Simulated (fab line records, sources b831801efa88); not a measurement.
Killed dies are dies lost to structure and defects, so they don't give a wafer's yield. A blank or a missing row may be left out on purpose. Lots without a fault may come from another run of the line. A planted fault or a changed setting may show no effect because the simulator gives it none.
fab line records | flow gf180mcu
record lots=5 wafers=15 last_day=34
route steps=602 shown M1@317
lots that met no fault: from a run of the same line without faults
start_h: hours from the record's first day to the start of the lot's first wafer shown | wait_h: hours since the lot's step before | " the same as in the row above | L1.1+2: a row that stands for several wafers | - no value, or no start given | * or withheld: withheld | < > ~ a bound
route shown NAME@n: a module of which the file shows steps, and the number in the route of the first | usual: mean/standard deviation of fault-free wafers | same: alike in all rows | chamber/n: place in a boat | sites: the reading at each site | _std_site: their standard deviation | _edge_site: outer sites' mean less inner sites' | radius_mm: how far each site lies from the wafer's centre | mask NAME#n: copy n | behind: the tool/chamber that last shaped the wafer | hold: why the lot was held/for how many hours/how that ended | device: the transistor (n, p or np) that didn't switch | end of line: the same wafers' tests at the end of the route | a step without rows: its recipe alone | killed: dies lost to structure and defects at the first sort, not the wafer's yield | map: a wafer's dies, x killed, . not, _ none there
set.NAME: the setting as run; set.NAME@STEP: as run at that earlier step | model.NAME: the simulator's own value behind a step, which no gauge read
lots at some steps of the route; a table a step, a row a wafer
services: from which hour (start_h, from the record's first day; less than 0 if before it) a tool's chamber was out of use, for how many hours, and why
## steps
# step GF_M1_SPUTTER_02
# recipe material=AlCu target_thk_nm=450 power_w=10600 time_s=23.9 chamber_pressure_pa=0.4
# usual throttle_valve_pct=30.3/0.72
# same time_s=23.9
# columns lot.wafer tool chamber start_h wait_h throttle_valve_pct
L078.1 pvd_sputter-02 - 404.21 0.0 30.6
L078.2 " - " " 30.5
L078.4 " - " " 31.4
L082.1 pvd_sputter-04 - 435.98 0.0 30.8
L082.3 " - " " 29.0
L082.5 " - " " 30.4
L091.2 pvd_sputter-02 - 514.31 0.0 30.3
L091.3 " - " " 31.3
L091.4 " - " " 30.7
L095.2 pvd_sputter-04 - 546.82 0.0 29.9
L095.3 " - " " 30.3
L095.6 " - " " 30.0
L096.4 pvd_sputter-04 - 549.75 0.0 30.1
L096.5 " - " " 29.9
L096.6 " - " " 30.6
# step GF_M1_SPUTTER_03
# recipe material=Ti target_thk_nm=10 substrate_temp_c=300 chamber_pressure_pa=0.3 power_w=3000 time_s=6.7
# usual throttle_valve_pct=30.3/0.75
# same time_s=6.7
# columns lot.wafer tool chamber start_h wait_h throttle_valve_pct
L078.1 pvd_sputter-02 - 404.24 0.0 30.4
L078.2 " - " " 30.9
L078.4 " - " " 31.5
L082.1 pvd_sputter-04 - 436.01 0.0 30.7
L082.3 " - " " 28.7
L082.5 " - " " 30.4
L091.2 pvd_sputter-02 - 514.34 0.0 30.7
L091.3 " - " " 31.1
L091.4 " - " " 30.8
L095.2 pvd_sputter-04 - 546.85 0.0 29.9
L095.3 " - " " 30.3
L095.6 " - " " 30.0
L096.4 pvd_sputter-04 - 549.78 0.0 30.0
L096.5 " - " " 30.0
L096.6 " - " " 30.7
# step GF_M1_SPUTTER_04
# recipe material=TiN target_thk_nm=50 power_w=6500 time_s=41.7 chamber_pressure_pa=0.4
# usual throttle_valve_pct=30.3/0.72
# same time_s=41.7
# columns lot.wafer tool chamber start_h wait_h throttle_valve_pct
L078.1 pvd_sputter-02 - 404.26 0.0 30.9
L078.2 " - " " 30.8
L078.4 " - " " 31.3
L082.1 pvd_sputter-04 - 436.04 0.0 30.7
L082.3 " - " " 28.8
L082.5 " - " " 30.4
L091.2 pvd_sputter-02 - 514.36 0.0 30.4
L091.3 " - " " 31.4
L091.4 " - " " 30.3
L095.2 pvd_sputter-04 - 546.87 0.0 29.9
L095.3 " - " " 30.5
L095.6 " - " " 29.8
L096.4 pvd_sputter-04 - 549.80 0.0 30.0
L096.5 " - " " 30.1
L096.6 " - " " 30.2
# step GF_M1_RS_MEAS_05
# recipe thk_meas_gauge=four-point-probe reads=TiN_of_M1_SPUTTER_04+Ti_of_M1_SPUTTER_03+AlCu_of_M1_SPUTTER_02+TiN_of_M1_SPUTTER_01+Ti_of_M1_SPUTTER_00
# usual M1_ALCU_RS=0.0693/0.00083
# columns lot.wafer tool chamber start_h wait_h M1_ALCU_RS[ohm/sq]
L078.1 film_metro-01 - 404.30 0.0 0.0678
L078.2 " - " " 0.0684
L078.4 " - " " 0.0690
L082.1 film_metro-01 - 436.07 0.0 0.0706
L082.3 " - " " 0.0700
L082.5 " - " " 0.0692
L091.2 film_metro-02 - 514.42 0.0 0.0680
L091.3 " - " " 0.0693
L091.4 " - " " 0.0683
L095.2 film_metro-02 - 546.93 0.0 0.0697
L095.3 " - " " 0.0692
L095.6 " - " " 0.0699
L096.4 film_metro-02 - 549.90 0.1 0.0695
L096.5 " - " " 0.0693
L096.6 " - " " 0.0691
# step GF_M1_THK_MEAS_06
# recipe thk_meas_gauge=xrf reads=AlCu_of_M1_SPUTTER_02
# usual M1_ALCU_THK=453/5.4
# columns lot.wafer tool chamber start_h wait_h M1_ALCU_THK[nm]
L078.1 film_metro-01 - 404.42 0.1 462
L078.2 " - " " 457
L078.4 " - " " 454
L082.1 film_metro-01 - 436.19 0.1 448
L082.3 " - " " 447
L082.5 " - " " 451
L091.2 film_metro-02 - 514.53 0.1 462
L091.3 " - " " 456
L091.4 " - " " 459
L095.2 film_metro-02 - 547.04 0.1 450
L095.3 " - " " 451
L095.6 " - " " 452
L096.4 film_metro-02 - 549.99 0.1 448
L096.5 " - " " 448
L096.6 " - " " 452
# step GF_M1_DEHYDRATE_07
# recipe temp_c=200 time_s=60
# usual exhaust_pa=45.0/0.9
# same time_s=60
# columns lot.wafer tool chamber start_h wait_h exhaust_pa
L078.1 litho_track-02 0 415.93 11.5 44.5
L078.2 " 0 " " 45.1
L078.4 " 0 " " 45.9
L082.1 litho_track-02 0 447.83 11.6 45.5
L082.3 " 0 " " 45.4
L082.5 " 0 " " 45.7
L091.2 litho_track-03 0 525.22 10.7 46.1
L091.3 " 0 " " 45.8
L091.4 " 0 " " 46.1
L095.2 litho_track-03 0 557.22 10.2 44.6
L095.3 " 0 " " 47.9
L095.6 " 0 " " 45.9
L096.4 litho_track-03 0 560.47 10.5 45.0
L096.5 " 0 " " 44.1
L096.6 " 0 " " 44.3
# step GF_M1_HMDS_08
# recipe prime_time_s=60 prime_temp_c=120
# usual exhaust_pa=45.0/0.88
# columns lot.wafer tool chamber start_h wait_h exhaust_pa
L078.1 litho_track-02 0 416.08 0.1 44.1
L078.2 " 0 " " 46.0
L078.4 " 0 " " 43.2
L082.1 litho_track-02 0 447.98 0.1 44.0
L082.3 " 0 " " 43.8
L082.5 " 0 " " 44.4
L091.2 litho_track-03 0 525.37 0.1 44.3
L091.3 " 0 " " 44.2
L091.4 " 0 " " 45.0
L095.2 litho_track-03 0 557.37 0.1 45.2
L095.3 " 0 " " 45.6
L095.6 " 0 " " 43.8
L096.4 litho_track-03 0 560.62 0.1 45.3
L096.5 " 0 " " 45.3
L096.6 " 0 " " 46.4
# step GF_M1_COAT_09
# recipe resist=KrF spin_rpm=withheld resist_thk_nm=1000
# usual exhaust_pa=44.8/0.94
# columns lot.wafer tool chamber start_h wait_h exhaust_pa
L078.1 litho_track-02 0 416.23 0.1 45.1
L078.2 " 0 " " 45.6
L078.4 " 0 " " 45.0
L082.1 litho_track-02 0 448.13 0.1 45.6
L082.3 " 0 " " 45.7
L082.5 " 0 " " 45.2
L091.2 litho_track-03 0 525.52 0.1 44.8
L091.3 " 0 " " 45.2
L091.4 " 0 " " 45.4
L095.2 litho_track-03 0 557.52 0.1 45.2
L095.3 " 0 " " 45.7
L095.6 " 0 " " 45.3
L096.4 litho_track-03 0 560.77 0.1 43.9
L096.5 " 0 " " 44.1
L096.6 " 0 " " 44.2
# step GF_M1_SOFTBAKE_10
# recipe temp_c=130 time_s=60 resist=KrF
# usual exhaust_pa=44.9/0.82
# same time_s=60
# columns lot.wafer tool chamber start_h wait_h exhaust_pa
L078.1 litho_track-02 0 416.38 0.1 44.8
L078.2 " 0 " " 45.8
L078.4 " 0 " " 43.8
L082.1 litho_track-02 0 448.28 0.1 45.5
L082.3 " 0 " " 44.9
L082.5 " 0 " " 44.5
L091.2 litho_track-03 0 525.67 0.1 45.5
L091.3 " 0 " " 45.5
L091.4 " 0 " " 45.6
L095.2 litho_track-03 0 557.67 0.1 43.9
L095.3 " 0 " " 44.8
L095.6 " 0 " " 44.8
L096.4 litho_track-03 0 560.92 0.1 45.2
L096.5 " 0 " " 45.4
L096.6 " 0 " " 44.8
# step GF_M1_EXPOSE_11
# recipe mask_id=Metal1 target_cd_nm=230 na=0.68 source_shape=conventional sigma_outer=0.6 dose_mj=28
# columns lot.wafer tool chamber start_h wait_h mask
L078.1+2+4 krf_scanner-01 0 - - Metal1#0
L082.1+3+5 krf_scanner-01 0 - - Metal1#0
L091.2+3+4 krf_scanner-02 0 - - Metal1#0
L095.2+3+6 krf_scanner-01 0 - - Metal1#0
L096.4+5+6 krf_scanner-02 0 - - Metal1#0
# step GF_M1_PEB_12
# recipe peb_temp_c=135 peb_time_s=90 resist=KrF
# usual exhaust_pa=44.8/0.8
# columns lot.wafer tool chamber start_h wait_h exhaust_pa
L078.1 litho_track-02 0 - - 47.9
L078.2 " 0 " " 45.8
L078.4 " 0 " " 45.4
L082.1 litho_track-02 0 - - 44.2
L082.3 " 0 " " 44.8
L082.5 " 0 " " 44.7
L091.2 litho_track-02 0 - - 45.7
L091.3 " 0 " " 47.0
L091.4 " 0 " " 45.2
L095.2 litho_track-04 0 - - 43.3
L095.3 " 0 " " 43.9
L095.6 " 0 " " 44.4
L096.4 litho_track-02 0 - - 44.5
L096.5 " 0 " " 44.0
L096.6 " 0 " " 44.9
# step GF_M1_DEVELOP_13
# recipe develop_time_s=60 dev_temp_c=21
# usual exhaust_pa=45.3/0.92
# columns lot.wafer tool chamber start_h wait_h exhaust_pa
L078.1 litho_track-02 0 427.68 0.2 45.7
L078.2 " 0 " " 45.8
L078.4 " 0 " " 45.9
L082.1 litho_track-02 0 460.18 0.2 46.4
L082.3 " 0 " " 46.5
L082.5 " 0 " " 46.2
L091.2 litho_track-02 0 536.71 0.2 45.5
L091.3 " 0 " " 45.0
L091.4 " 0 " " 44.8
L095.2 litho_track-04 0 568.63 0.2 45.3
L095.3 " 0 " " 44.6
L095.6 " 0 " " 44.7
L096.4 litho_track-02 0 571.56 0.1 45.1
L096.5 " 0 " " 44.4
L096.6 " 0 " " 43.6
# step GF_M1_CD_MEAS_14
# recipe target_cd_nm=230
# usual cd_nm=230.1/0.93
# columns lot.wafer tool chamber start_h wait_h cd_nm
L078.1 cd_sem-01 - 427.83 0.1 231.3
L078.2 " - " " 231.8
L078.4 " - " " 232.1
L082.1 cd_sem-01 - 460.33 0.1 230.1
L082.3 " - " " 229.7
L082.5 " - " " 228.7
L091.2 cd_sem-01 - 536.85 0.1 229.7
L091.3 " - " " 229.6
L091.4 " - " " 230.4
L095.2 cd_sem-01 - 568.78 0.1 230.7
L095.3 " - " " 231.7
L095.6 " - " " 231.0
L096.4 cd_sem-02 - 571.69 0.1 229.1
L096.5 " - " " 229.7
L096.6 " - " " 229.0
# step GF_M1_OVL_MEAS_15
# usual M1_OVL=-3/6.1
# columns lot.wafer tool chamber start_h wait_h M1_OVL[nm]
L078.1 overlay-01 - 427.95 0.1 -4
L078.2 " - " " -5
L078.4 " - " " -9
L082.1 overlay-02 - 460.45 0.1 -6
L082.3 " - " " -2
L082.5 " - " " -10
L091.2 overlay-02 - 536.96 0.1 -10
L091.3 " - " " -4
L091.4 " - " " -15
L095.2 overlay-01 - 568.88 0.1 -8
L095.3 " - " " -2
L095.6 " - " " -9
L096.4 overlay-01 - 571.77 0.1 8
L096.5 " - " " 5
L096.6 " - " " 6
## services
# columns tool chamber start_h hours kind
krf_scanner-02 - 382.06 1.0 pm
krf_scanner-01 - 388.86 4.4 pm
krf_scanner-01 - 393.26 1.0 pm
krf_scanner-02 - 444.84 4.4 pm
pvd_sputter-02 - 446.56 8.1 repair
krf_scanner-02 - 459.10 0.9 repair
krf_scanner-01 - 466.68 1.7 repair
krf_scanner-02 - 475.47 1.3 pm
krf_scanner-02 - 477.19 0.6 repair
krf_scanner-01 - 479.63 0.9 repair
krf_scanner-01 - 483.41 0.8 pm
pvd_sputter-04 0 489.10 - consumable_replace:kit
pvd_sputter-04 0 489.10 18.0 scheduled_down
pvd_sputter-04 0 489.10 18.0 vent_cycle
krf_scanner-01 - 489.64 1.3 pm
krf_scanner-02 - 489.87 0.8 repair
krf_scanner-02 - 496.93 0.8 repair
pvd_sputter-02 - 499.35 2.1 repair
krf_scanner-02 - 515.31 0.8 pm
krf_scanner-02 - 522.26 1.0 pm
krf_scanner-01 - 541.37 1.0 pm
pvd_sputter-02 - 543.45 4.4 repair
pvd_sputter-04 - 548.52 0.6 repair
## key
fault none
